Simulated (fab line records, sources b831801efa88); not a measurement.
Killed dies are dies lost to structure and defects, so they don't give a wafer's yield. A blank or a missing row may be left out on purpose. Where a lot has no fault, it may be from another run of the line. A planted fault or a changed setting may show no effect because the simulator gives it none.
Which tool is to blame? | flow sky130 | Sampling: 13 lots, 39 wafers, 3 of 708 route steps

== WHAT EACH GAUGE READ, for each wafer ==
SKY_VIA3_BOW_MEAS_03.
lot  | measured     | on            | VIA3_BOW (um)
L906 | day 40 06:19 | film-metro-04 | 85 83 75
L909 | day 40 22:41 | film-metro-02 | 83 76 81
L910 | day 41 01:39 | film-metro-03 | 84 84 82
L913 | day 42 02:50 | film-metro-04 | 92 87 92
L915 | day 42 07:00 | film-metro-02 | 72 73 68
L917 | day 42 15:34 | film-metro-04 | 74 73 83
L919 | day 43 01:42 | film-metro-03 | 78 76 68
L920 | day 43 13:41 | film-metro-03 | 85 88 92
L921 | day 43 19:04 | film-metro-02 | 81 78 68
L922 | day 43 23:05 | film-metro-03 | 81 79 85
L923 | day 44 06:04 | film-metro-02 | 81 90 84
L924 | day 44 16:55 | film-metro-02 | 73 76 78
L925 | day 45 07:15 | film-metro-03 | 90 73 78

SKY_VIA3_CD_MEAS_12: the cd target is 200 nm.
lot  | measured     | on        | cd-nm (nm)
L906 | day 41 05:53 | cd-sem-02 | 198.0 199.7 198.0
L909 | day 41 22:23 | cd-sem-01 | 201.5 199.3 200.0
L910 | day 42 01:53 | cd-sem-02 | 199.2 200.0 201.0
L913 | day 43 01:47 | cd-sem-02 | 200.6 202.2 200.6
L915 | day 43 05:44 | cd-sem-01 | 201.4 201.2 201.7
L917 | day 43 14:35 | cd-sem-01 | 202.6 201.8 201.4
L919 | day 44 00:47 | cd-sem-01 | 198.9 197.7 198.2
L920 | day 44 11:26 | cd-sem-02 | 200.0 198.9 198.3
L921 | day 44 16:34 | cd-sem-02 | 199.7 199.5 199.2
L922 | day 44 20:58 | cd-sem-02 | 200.8 200.9 200.0
L923 | day 45 04:04 | cd-sem-02 | 197.3 196.9 198.3
L924 | day 45 14:28 | cd-sem-02 | 198.4 198.1 198.5
L925 | day 46 04:04 | cd-sem-02 | 200.3 200.6 201.4

SKY_VIA3_OVL_MEAS_13.
lot  | measured     | on         | VIA3_OVL (nm)
L906 | day 41 05:59 | overlay-01 | 1 -16 -10
L909 | day 41 22:29 | overlay-02 | -11 5 -16
L910 | day 42 01:59 | overlay-01 | -3 -8 -2
L913 | day 43 01:53 | overlay-01 | -6 6 -9
L915 | day 43 05:50 | overlay-02 | -4 -3 -4
L917 | day 43 14:41 | overlay-02 | -14 -9 3
L919 | day 44 00:54 | overlay-01 | 4 -8 0
L920 | day 44 11:32 | overlay-01 | -15 -9 3
L921 | day 44 16:41 | overlay-01 | 9 9 4
L922 | day 44 21:05 | overlay-02 | 9 5 3
L923 | day 45 04:10 | overlay-02 | 3 -4 1
L924 | day 45 14:34 | overlay-01 | 2 0 4
L925 | day 46 04:11 | overlay-01 | 3 -6 4

== WHAT TOOL EACH LOT RAN ON (gives the tool, then ch and the chambers of the sampled wafers, and finally the start) ==
Before these readings, the record contains no process step.

== AS READ BY THE TOOLS THEMSELVES (means over the sampled wafers that have a number; for cases with no such wafer, the mark the record gives instead) ==
The record holds no such reading with a usual standard deviation.

== THE ANSWER, worked out from the rows above alone ==
Rule: the usual values come from the lots themselves. Put in order of their means at a reading, lots are off if they are a third of the lots or fewer, leave a main group of 4 or more, and stand apart from it by a gap of 3 or more times the standard deviation of the main group's means; of several such gaps the widest counts. A main group is skipped when, at the precision printed for the reading in the tables above, its means are all equal. A lot without any number at a reading at which 4 lots or more have one is off too. The other lots that the step has rows for count as sound. The gauges are gone through in route order, then the tools' own readings, and for those a lot's mean is taken as printed above. The first step at which some lot is off is used, and at that step the reading that is off furthest; a lot without a number counts as furthest.
None of the lots is off at any reading shown; this tells nothing.

== WHAT HAD BEEN PUT IN BY THE SIMULATOR ==
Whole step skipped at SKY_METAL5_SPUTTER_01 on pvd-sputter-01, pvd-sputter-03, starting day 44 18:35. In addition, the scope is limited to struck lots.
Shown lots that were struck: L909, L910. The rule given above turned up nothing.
